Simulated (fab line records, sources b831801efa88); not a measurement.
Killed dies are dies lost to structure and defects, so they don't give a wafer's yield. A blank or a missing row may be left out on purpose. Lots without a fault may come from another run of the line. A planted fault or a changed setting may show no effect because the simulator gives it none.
fab line records | flow gf180mcu
record lots=5 wafers=15 last_day=34
route steps=602 shown POLY_GATE@175 HV_LDD@176
lots that met no fault: from a run of the same line without faults
start_h: hours from the record's first day to the start of the lot's first wafer shown | wait_h: hours since the lot's step before | " the same as in the row above | L1.1+2: a row that stands for several wafers | - no value, or no start given | * or withheld: withheld | < > ~ a bound
route shown NAME@n: a module of which the file shows steps, and the number in the route of the first | usual: mean/standard deviation of fault-free wafers | same: alike in all rows | chamber/n: place in a boat | sites: the reading at each site | _std_site: their standard deviation | _edge_site: outer sites' mean less inner sites' | radius_mm: how far each site lies from the wafer's centre | mask NAME#n: copy n | behind: the tool/chamber that last shaped the wafer | hold: why the lot was held/for how many hours/how that ended | device: the transistor (n, p or np) that didn't switch | end of line: the same wafers' tests at the end of the route | a step without rows: its recipe alone | killed: dies lost to structure and defects at the first sort, not the wafer's yield | map: a wafer's dies, x killed, . not, _ none there
set.NAME: the setting as run; set.NAME@STEP: as run at that earlier step | model.NAME: the simulator's own value behind a step, which no gauge read
lots at some steps of the route; a table a step, a row a wafer
services: from which hour (start_h, from the record's first day; less than 0 if before it) a tool's chamber was out of use, for how many hours, and why
## steps
# step GF_POLY_GATE_CD_MEAS_18
# usual cd_nm=278.8/1.9
# columns lot.wafer tool chamber start_h wait_h cd_nm
L081.1 cd_sem-01 - 252.87 0.1 277.4
L081.2 " - " " 278.2
L081.4 " - " " 278.4
L088.1 cd_sem-02 - 309.32 0.1 279.7
L088.3 " - " " 278.5
L088.6 " - " " 276.8
L091.2 cd_sem-02 - 321.81 0.1 280.2
L091.4 " - " " 279.7
L091.5 " - " " 278.7
L092.1 cd_sem-02 - 334.15 0.1 278.9
L092.2 " - " " 281.5
L092.3 " - " " 278.8
L096.1 cd_sem-02 - 356.85 0.1 279.9
L096.3 " - " " 279.8
L096.4 " - " " 279.9
# step GF_HV_LDD_DEHYDRATE_00
# recipe temp_c=200 time_s=60
# columns lot.wafer tool chamber start_h wait_h
L081.1+2+4 litho_track-04 0 261.54 8.6
L088.1+3+6 litho_track-04 0 318.49 9.1
L091.2+4+5 litho_track-02 0 331.50 9.7
L092.1+2+3 litho_track-03 0 343.83 9.6
L096.1+3+4 litho_track-04 0 367.13 10.3
# step GF_HV_LDD_HMDS_01
# recipe prime_time_s=60 prime_temp_c=120
# usual prime_temp_c=120.00/0.15
# same prime_time_s=60
# columns lot.wafer tool chamber start_h wait_h prime_temp_c
L081.1 litho_track-04 0 261.69 0.1 119.86
L081.2 " 0 " " 119.96
L081.4 " 0 " " 120.19
L088.1 litho_track-04 0 318.64 0.1 119.93
L088.3 " 0 " " 119.90
L088.6 " 0 " " 119.85
L091.2 litho_track-02 0 331.65 0.1 119.94
L091.4 " 0 " " 120.02
L091.5 " 0 " " 120.01
L092.1 litho_track-03 0 343.98 0.1 120.22
L092.2 " 0 " " 120.10
L092.3 " 0 " " 120.16
L096.1 litho_track-04 0 367.28 0.1 120.07
L096.3 " 0 " " 120.01
L096.4 " 0 " " 120.08
# step GF_HV_LDD_COAT_02
# recipe resist=NOVOLAK spin_rpm=3000 resist_thk_nm=1000
# columns lot.wafer tool chamber start_h wait_h
L081.1+2+4 litho_track-04 0 261.84 0.1
L088.1+3+6 litho_track-04 0 318.79 0.1
L091.2+4+5 litho_track-02 0 331.80 0.1
L092.1+2+3 litho_track-03 0 344.13 0.1
L096.1+3+4 litho_track-04 0 367.43 0.1
# step GF_HV_LDD_SOFTBAKE_03
# recipe temp_c=90 time_s=60 resist=NOVOLAK
# columns lot.wafer tool chamber start_h wait_h
L081.1+2+4 litho_track-04 0 261.99 0.1
L088.1+3+6 litho_track-04 0 318.94 0.1
L091.2+4+5 litho_track-02 0 331.95 0.1
L092.1+2+3 litho_track-03 0 344.28 0.1
L096.1+3+4 litho_track-04 0 367.58 0.1
# step GF_HV_LDD_EXPOSE_04
# recipe mask_id=Nplus_LV_AREA target_cd_nm=400 na=0.6 source_shape=conventional sigma_outer=0.6 dose_mj=140
# columns lot.wafer tool chamber start_h wait_h mask
L081.1+2+4 iline_stepper-01 0 - - Nplus_LV_AREA#0
L088.1+3+6 iline_stepper-01 0 - - Nplus_LV_AREA#0
L091.2+4+5 iline_stepper-01 0 - - Nplus_LV_AREA#0
L092.1+2+3 iline_stepper-01 0 - - Nplus_LV_AREA#0
L096.1+3+4 iline_stepper-01 0 - - Nplus_LV_AREA#0
# step GF_HV_LDD_PEB_05
# recipe temp_c=withheld time_s=* resist=NOVOLAK
# columns lot.wafer tool chamber start_h wait_h
L081.1+2+4 litho_track-03 0 - -
L088.1+3+6 litho_track-02 0 - -
L091.2+4+5 litho_track-02 0 - -
L092.1+2+3 litho_track-03 0 - -
L096.1+3+4 litho_track-04 0 - -
# step GF_HV_LDD_DEVELOP_06
# recipe develop_time_s=60 dev_temp_c=23
# columns lot.wafer tool chamber start_h wait_h
L081.1+2+4 litho_track-03 0 271.18 0.1
L088.1+3+6 litho_track-02 0 329.07 0.1
L091.2+4+5 litho_track-02 0 342.10 0.1
L092.1+2+3 litho_track-03 0 355.13 0.1
L096.1+3+4 litho_track-04 0 378.58 0.1
# step GF_HV_LDD_CD_MEAS_07
# recipe target_cd_nm=400
# usual cd_nm=399.8/2.7
# columns lot.wafer tool chamber start_h wait_h cd_nm
L081.1 cd_sem-02 - 271.33 0.1 403.3
L081.2 " - " " 401.1
L081.4 " - " " 405.4
L088.1 cd_sem-01 - 329.22 0.1 403.7
L088.3 " - " " 402.3
L088.6 " - " " 404.6
L091.2 cd_sem-02 - 342.24 0.1 399.9
L091.4 " - " " 399.9
L091.5 " - " " 399.7
L092.1 cd_sem-02 - 355.28 0.1 399.8
L092.2 " - " " 399.8
L092.3 " - " " 400.6
L096.1 cd_sem-02 - 378.73 0.1 398.7
L096.3 " - " " 398.8
L096.4 " - " " 400.8
# step GF_HV_LDD_OVL_MEAS_08
# usual HV_LDD_OVL=0.4/1.5
# columns lot.wafer tool chamber start_h wait_h HV_LDD_OVL[nm]
L081.1 overlay-01 - 271.45 0.1 -1.7
L081.2 " - " " -1.5
L081.4 " - " " -1.1
L088.1 overlay-02 - 329.34 0.1 -0.3
L088.3 " - " " -1.7
L088.6 " - " " -1.6
L091.2 overlay-02 - 342.35 0.1 -0.3
L091.4 " - " " 0.4
L091.5 " - " " 1.1
L092.1 overlay-02 - 355.40 0.1 -1.7
L092.2 " - " " -1.4
L092.3 " - " " -1.8
L096.1 overlay-02 - 378.85 0.1 0.5
L096.3 " - " " 1.5
L096.4 " - " " 2.3
# step GF_HV_LDD_IMPLANT_09
# recipe species=As energy_kev=40 dose_cm2=1e+14 tilt_deg=7
# columns lot.wafer tool chamber start_h wait_h
L081.1+2+4 implanter-04 0 271.49 0.0
L088.1+3+6 implanter-02 0 329.38 0.0
L091.2+4+5 implanter-01 0 342.40 0.0
L092.1+2+3 implanter-01 0 355.43 0.0
L096.1+3+4 implanter-01 0 378.89 0.0
# step GF_HV_LDD_STRIP_10
# recipe chemistry=O2/N2 power_w=1400 pressure_mtorr=1500 platen_temp_c=250 o2_flow_sccm=3000 n2_flow_sccm=300 overash_fraction=0.5
# usual drypump_motor_current_A=6.3/0.38 heater_power_w=339/25 oes_product_au=0.715/0.005 platen_temp_c=249.98/0.15 strip_time_to_endpoint_s=12.61/0.039
# columns lot.wafer tool chamber start_h wait_h drypump_motor_current_A heater_power_w oes_product_au platen_temp_c rf_hours_counter_h strip_time_to_endpoint_s
L081.1 plasma_asher-03 1 271.64 0.1 6.6 337 0.712 249.93 48 12.62
L081.2 " 0 " " 6.6 316 0.712 249.71 48 12.62
L081.4 " 1 " " 6.6 339 0.719 249.87 - 12.65
L088.1 plasma_asher-03 0 329.53 0.1 6.7 312 0.718 250.26 54 12.58
L088.3 " 1 " " 6.5 354 0.709 249.86 - 12.57
L088.6 " 0 " " 6.7 311 0.715 249.77 - 12.57
L091.2 plasma_asher-04 1 342.53 0.1 6.5 390 0.710 249.92 71 12.62
L091.4 " 1 " " 6.4 396 0.713 250.05 - 12.62
L091.5 " 1 " " 6.4 402 0.712 249.96 - 12.62
L092.1 plasma_asher-01 1 355.58 0.1 6.2 331 0.715 250.17 68 12.68
L092.2 " 0 " " 6.3 360 0.714 249.99 68 12.65
L092.3 " 1 " " 6.2 323 0.709 250.19 - 12.68
L096.1 plasma_asher-01 0 379.04 0.1 6.3 349 0.717 249.73 70 12.55
L096.3 " 0 " " 6.3 349 0.714 249.88 - 12.59
L096.4 " 1 " " 6.2 318 0.712 250.00 - 12.57
# step GF_HV_LDD_TW_MEAS_11
# usual HV_LDD_TW=2416/33
# columns lot.wafer tool chamber start_h wait_h HV_LDD_TW
L081.1 film_metro-03 - 271.74 0.1 2470
L081.2 " - " " 2458
L081.4 " - " " 2455
L088.1 film_metro-01 - 329.63 0.1 2371
L088.3 " - " " 2358
L088.6 " - " " 2371
L091.2 film_metro-03 - 342.64 0.1 2457
L091.4 " - " " 2465
L091.5 " - " " 2439
L092.1 film_metro-04 - 355.68 0.1 2412
L092.2 " - " " 2407
L092.3 " - " " 2404
L096.1 film_metro-03 - 379.14 0.1 2419
L096.3 " - " " 2429
L096.4 " - " " 2426
# step GF_HV_LDD_DEHYDRATE_12
# recipe temp_c=200 time_s=60
# columns lot.wafer tool chamber start_h wait_h
L081.1+2+4 litho_track-04 0 280.64 8.9
L088.1+3+6 litho_track-03 0 339.18 9.5
L091.2+4+5 litho_track-03 0 353.05 10.4
L092.1+2+3 litho_track-03 0 366.03 10.3
L096.1+3+4 litho_track-04 0 390.18 11.0
# step GF_HV_LDD_HMDS_13
# recipe prime_time_s=60 prime_temp_c=120
# usual prime_temp_c=120.02/0.14
# same prime_time_s=60
# columns lot.wafer tool chamber start_h wait_h prime_temp_c
L081.1 litho_track-04 0 280.79 0.1 120.20
L081.2 " 0 " " 120.12
L081.4 " 0 " " 120.18
L088.1 litho_track-03 0 339.33 0.1 120.04
L088.3 " 0 " " 120.19
L088.6 " 0 " " 120.09
L091.2 litho_track-03 0 353.20 0.1 120.06
L091.4 " 0 " " 119.85
L091.5 " 0 " " 119.88
L092.1 litho_track-03 0 366.18 0.1 119.80
L092.2 " 0 " " 120.04
L092.3 " 0 " " 120.00
L096.1 litho_track-04 0 390.33 0.1 119.81
L096.3 " 0 " " 119.99
L096.4 " 0 " " 120.13
# step GF_HV_LDD_COAT_14
# recipe resist=NOVOLAK spin_rpm=3000 resist_thk_nm=1000
# columns lot.wafer tool chamber start_h wait_h
L081.1+2+4 litho_track-04 0 280.94 0.1
L088.1+3+6 litho_track-03 0 339.48 0.1
L091.2+4+5 litho_track-03 0 353.35 0.1
L092.1+2+3 litho_track-03 0 366.33 0.1
L096.1+3+4 litho_track-04 0 390.48 0.1
# step GF_HV_LDD_SOFTBAKE_15
# recipe temp_c=90 time_s=60 resist=NOVOLAK
# columns lot.wafer tool chamber start_h wait_h
L081.1+2+4 litho_track-04 0 281.09 0.1
L088.1+3+6 litho_track-03 0 339.63 0.1
L091.2+4+5 litho_track-03 0 353.50 0.1
L092.1+2+3 litho_track-03 0 366.48 0.1
L096.1+3+4 litho_track-04 0 390.63 0.1
# step GF_HV_LDD_EXPOSE_16
# recipe mask_id=Pplus_LV_AREA target_cd_nm=400 na=0.6 source_shape=conventional sigma_outer=0.6 dose_mj=140
# columns lot.wafer tool chamber start_h wait_h mask
L081.1+2+4 iline_stepper-01 0 - - Pplus_LV_AREA#0
L088.1+3+6 iline_stepper-02 0 - - Pplus_LV_AREA#0
L091.2+4+5 iline_stepper-01 0 - - Pplus_LV_AREA#0
L092.1+2+3 iline_stepper-02 0 - - Pplus_LV_AREA#0
L096.1+3+4 iline_stepper-02 0 - - Pplus_LV_AREA#0
# step GF_HV_LDD_PEB_17
# recipe temp_c=withheld time_s=* resist=NOVOLAK
# columns lot.wafer tool chamber start_h wait_h
L081.1+2+4 litho_track-04 0 - -
L088.1+3+6 litho_track-04 0 - -
L091.2+4+5 litho_track-02 0 - -
L092.1+2+3 litho_track-02 0 - -
L096.1+3+4 litho_track-02 0 - -
# step GF_HV_LDD_DEVELOP_18
# recipe develop_time_s=60 dev_temp_c=23
# columns lot.wafer tool chamber start_h wait_h
L081.1+2+4 litho_track-04 0 290.19 0.1
L088.1+3+6 litho_track-04 0 350.29 0.1
L091.2+4+5 litho_track-02 0 364.10 0.1
L092.1+2+3 litho_track-02 0 377.72 0.1
L096.1+3+4 litho_track-02 0 402.62 0.1
# step GF_HV_LDD_CD_MEAS_19
# recipe target_cd_nm=400
# usual cd_nm=400.3/2.8
# columns lot.wafer tool chamber start_h wait_h cd_nm
L081.1 cd_sem-02 - 290.34 0.1 400.1
L081.2 " - " " 401.2
L081.4 " - " " 397.4
L088.1 cd_sem-01 - 350.44 0.1 397.8
L088.3 " - " " 398.9
L088.6 " - " " 402.1
L091.2 cd_sem-02 - 364.24 0.1 397.6
L091.4 " - " " 397.0
L091.5 " - " " 396.2
L092.1 cd_sem-02 - 377.87 0.1 400.6
L092.2 " - " " 401.8
L092.3 " - " " 401.9
L096.1 cd_sem-01 - 402.77 0.1 398.5
L096.3 " - " " 399.7
L096.4 " - " " 400.9
# step GF_HV_LDD_OVL_MEAS_20
# usual HV_LDD_01_OVL=0.0/1.6
# columns lot.wafer tool chamber start_h wait_h HV_LDD_01_OVL[nm]
L081.1 overlay-01 - 290.46 0.1 0.3
L081.2 " - " " 0.0
L081.4 " - " " 0.5
L088.1 overlay-01 - 350.56 0.1 -2.2
L088.3 " - " " 0.4
L088.6 " - " " -0.8
L091.2 overlay-02 - 364.35 0.1 2.2
L091.4 " - " " -0.2
L091.5 " - " " 1.8
L092.1 overlay-02 - 377.99 0.1 -1.6
L092.2 " - " " 0.0
L092.3 " - " " -2.5
L096.1 overlay-02 - 402.89 0.1 -1.0
L096.3 " - " " -1.0
L096.4 " - " " -0.7
# step GF_HV_LDD_IMPLANT_21
# recipe species=BF2 energy_kev=25 dose_cm2=5e+13 tilt_deg=7
# columns lot.wafer tool chamber start_h wait_h
L081.1+2+4 implanter-01 0 290.49 0.0
L088.1+3+6 implanter-04 0 350.59 0.0
L091.2+4+5 implanter-01 0 364.40 0.0
L092.1+2+3 implanter-01 0 378.03 0.0
L096.1+3+4 implanter-01 0 402.93 0.0
# step GF_HV_LDD_STRIP_22
# recipe chemistry=O2/N2 power_w=1400 pressure_mtorr=1500 platen_temp_c=250 o2_flow_sccm=3000 n2_flow_sccm=300 overash_fraction=0.5
# usual drypump_motor_current_A=6.3/0.41 heater_power_w=340/27 oes_product_au=0.716/0.0043 platen_temp_c=250.00/0.2 strip_time_to_endpoint_s=12.63/0.042
# columns lot.wafer tool chamber start_h wait_h drypump_motor_current_A heater_power_w oes_product_au platen_temp_c rf_hours_counter_h strip_time_to_endpoint_s
L081.1 plasma_asher-03 0 290.64 0.1 6.7 317 0.709 250.13 50 12.57
L081.2 " 1 " " 6.6 342 0.720 250.07 50 12.62
L081.4 " 0 " " 6.7 301 0.714 250.36 - 12.64
L088.1 plasma_asher-03 0 350.74 0.1 6.7 311 0.720 249.97 56 12.59
L088.3 " 1 " " 6.6 348 0.718 249.85 - 12.66
L088.6 " 1 " " 6.6 344 0.714 250.02 - 12.62
L091.2 plasma_asher-04 1 364.53 0.1 6.5 399 0.718 250.23 73 12.75
L091.4 " 0 " " 5.3 328 0.719 250.11 - 12.71
L091.5 " 0 " " 5.3 340 0.718 250.01 - 12.68
L092.1 plasma_asher-03 0 378.18 0.1 6.7 311 0.718 249.86 59 12.67
L092.2 " 1 " " 6.5 354 0.710 249.81 59 12.66
L092.3 " 1 " " 6.5 347 0.710 249.94 - 12.70
L096.1 plasma_asher-01 1 403.08 0.1 6.3 328 0.715 249.92 73 12.61
L096.3 " 1 " " 6.2 323 0.713 249.80 - 12.60
L096.4 " 0 " " 6.3 354 0.719 250.49 - 12.62
# step GF_HV_LDD_TW_MEAS_23
# usual HV_LDD_2_TW=1060/14
# columns lot.wafer tool chamber start_h wait_h HV_LDD_2_TW
L081.1 film_metro-01 - 290.74 0.1 1043
L081.2 " - " " 1046
L081.4 " - " " 1040
L088.1 film_metro-01 - 350.84 0.1 1047
L088.3 " - " " 1042
L088.6 " - " " 1042
L091.2 film_metro-01 - 364.64 0.1 1038
L091.4 " - " " 1035
L091.5 " - " " 1032
L092.1 film_metro-01 - 378.28 0.1 1035
L092.2 " - " " 1035
L092.3 " - " " 1038
L096.1 film_metro-03 - 403.18 0.1 1072
L096.3 " - " " 1063
L096.4 " - " " 1078
# step GF_HV_LDD_DEHYDRATE_24
# recipe temp_c=200 time_s=60
# columns lot.wafer tool chamber start_h wait_h
L081.1+2+4 litho_track-02 0 299.87 9.1
L088.1+3+6 litho_track-03 0 361.08 10.2
L091.2+4+5 litho_track-02 0 375.80 11.1
L092.1+2+3 litho_track-03 0 388.98 10.7
L096.1+3+4 litho_track-03 0 414.33 11.1
# step GF_HV_LDD_HMDS_25
# recipe prime_time_s=60 prime_temp_c=120
# usual prime_temp_c=119.99/0.14
# same prime_time_s=60
# columns lot.wafer tool chamber start_h wait_h prime_temp_c
L081.1 litho_track-02 0 300.02 0.1 119.95
L081.2 " 0 " " 120.17
L081.4 " 0 " " 119.91
L088.1 litho_track-03 0 361.23 0.1 119.83
L088.3 " 0 " " 119.98
L088.6 " 0 " " 119.98
L091.2 litho_track-02 0 375.95 0.1 119.91
L091.4 " 0 " " 119.84
L091.5 " 0 " " 119.98
L092.1 litho_track-03 0 389.13 0.1 119.81
L092.2 " 0 " " 119.97
L092.3 " 0 " " 119.91
L096.1 litho_track-03 0 414.48 0.1 120.05
L096.3 " 0 " " 120.13
L096.4 " 0 " " 120.16
# step GF_HV_LDD_COAT_26
# recipe resist=NOVOLAK spin_rpm=3000 resist_thk_nm=1000
# columns lot.wafer tool chamber start_h wait_h
L081.1+2+4 litho_track-02 0 300.17 0.1
L088.1+3+6 litho_track-03 0 361.38 0.1
L091.2+4+5 litho_track-02 0 376.10 0.1
L092.1+2+3 litho_track-03 0 389.28 0.1
L096.1+3+4 litho_track-03 0 414.63 0.1
# step GF_HV_LDD_SOFTBAKE_27
# recipe temp_c=90 time_s=60 resist=NOVOLAK
# columns lot.wafer tool chamber start_h wait_h
L081.1+2+4 litho_track-02 0 300.32 0.1
L088.1+3+6 litho_track-03 0 361.53 0.1
L091.2+4+5 litho_track-02 0 376.25 0.1
L092.1+2+3 litho_track-03 0 389.43 0.1
L096.1+3+4 litho_track-03 0 414.78 0.1
# step GF_HV_LDD_EXPOSE_28
# recipe mask_id=Nplus_HV_AREA target_cd_nm=400 na=0.6 source_shape=conventional sigma_outer=0.6 dose_mj=140
# columns lot.wafer tool chamber start_h wait_h mask
L081.1+2+4 iline_stepper-01 0 - - Nplus_HV_AREA#0
L088.1+3+6 iline_stepper-01 0 - - Nplus_HV_AREA#0
L091.2+4+5 iline_stepper-02 0 - - Nplus_HV_AREA#0
L092.1+2+3 iline_stepper-02 0 - - Nplus_HV_AREA#0
L096.1+3+4 iline_stepper-01 0 - - Nplus_HV_AREA#0
# step GF_HV_LDD_PEB_29
# recipe temp_c=withheld time_s=* resist=NOVOLAK
# columns lot.wafer tool chamber start_h wait_h
L081.1+2+4 litho_track-04 0 - -
L088.1+3+6 litho_track-02 0 - -
L091.2+4+5 litho_track-04 0 - -
L092.1+2+3 litho_track-03 0 - -
L096.1+3+4 litho_track-04 0 - -
# step GF_HV_LDD_DEVELOP_30
# recipe develop_time_s=60 dev_temp_c=23
# columns lot.wafer tool chamber start_h wait_h
L081.1+2+4 litho_track-04 0 310.89 0.1
L088.1+3+6 litho_track-02 0 373.17 0.1
L091.2+4+5 litho_track-04 0 387.66 0.1
L092.1+2+3 litho_track-03 0 401.43 0.1
L096.1+3+4 litho_track-04 0 426.78 0.1
# step GF_HV_LDD_CD_MEAS_31
# recipe target_cd_nm=400
# usual cd_nm=399.7/2.3
# columns lot.wafer tool chamber start_h wait_h cd_nm
L081.1 cd_sem-02 - 311.04 0.1 397.6
L081.2 " - " " 399.1
L081.4 " - " " 399.8
L088.1 cd_sem-01 - 373.32 0.1 401.2
L088.3 " - " " 400.6
L088.6 " - " " 401.2
L091.2 cd_sem-02 - 387.80 0.1 404.7
L091.4 " - " " 405.5
L091.5 " - " " 404.8
L092.1 cd_sem-02 - 401.58 0.1 398.7
L092.2 " - " " 400.1
L092.3 " - " " 400.3
L096.1 cd_sem-01 - 426.93 0.1 400.4
L096.3 " - " " 399.3
L096.4 " - " " 395.5
# step GF_HV_LDD_OVL_MEAS_32
# usual HV_LDD_02_OVL=2.2/1.4
# columns lot.wafer tool chamber start_h wait_h HV_LDD_02_OVL[nm]
L081.1 overlay-01 - 311.16 0.1 2.7
L081.2 " - " " 3.7
L081.4 " - " " 4.1
L088.1 overlay-01 - 373.44 0.1 3.2
L088.3 " - " " 3.5
L088.6 " - " " 2.6
L091.2 overlay-02 - 387.91 0.1 3.4
L091.4 " - " " 4.6
L091.5 " - " " 4.5
L092.1 overlay-01 - 401.70 0.1 2.1
L092.2 " - " " 0.6
L092.3 " - " " 0.4
L096.1 overlay-01 - 427.05 0.1 0.8
L096.3 " - " " -0.4
L096.4 " - " " -1.3
## services
# columns tool chamber start_h hours kind
iline_stepper-01 - 253.72 0.8 pm
iline_stepper-02 - 254.68 1.7 pm
implanter-01 - 256.88 2.7 repair
implanter-01 - 257.73 1.9 repair
implanter-04 - 259.63 5.8 pm
iline_stepper-02 - 260.50 28.9 pm
implanter-01 - 273.37 4.9 pm
plasma_asher-01 - 288.86 2.5 repair
iline_stepper-02 - 290.21 0.9 repair
plasma_asher-01 - 290.71 7.6 repair
iline_stepper-01 - 292.37 1.7 pm
implanter-02 - 292.56 4.2 pm
implanter-02 - 304.65 0.8 repair
implanter-04 - 317.85 3.1 repair
iline_stepper-01 - 345.04 0.8 repair
plasma_asher-01 - 355.91 0.4 repair
iline_stepper-01 - 370.96 17.4 repair
plasma_asher-01 - 377.50 1.4 repair
iline_stepper-02 - 398.26 4.4 pm
plasma_asher-04 - 421.25 9.0 pm
plasma_asher-04 0 421.25 9.0 vent_cycle
plasma_asher-04 1 421.25 9.0 vent_cycle
## key
fault none
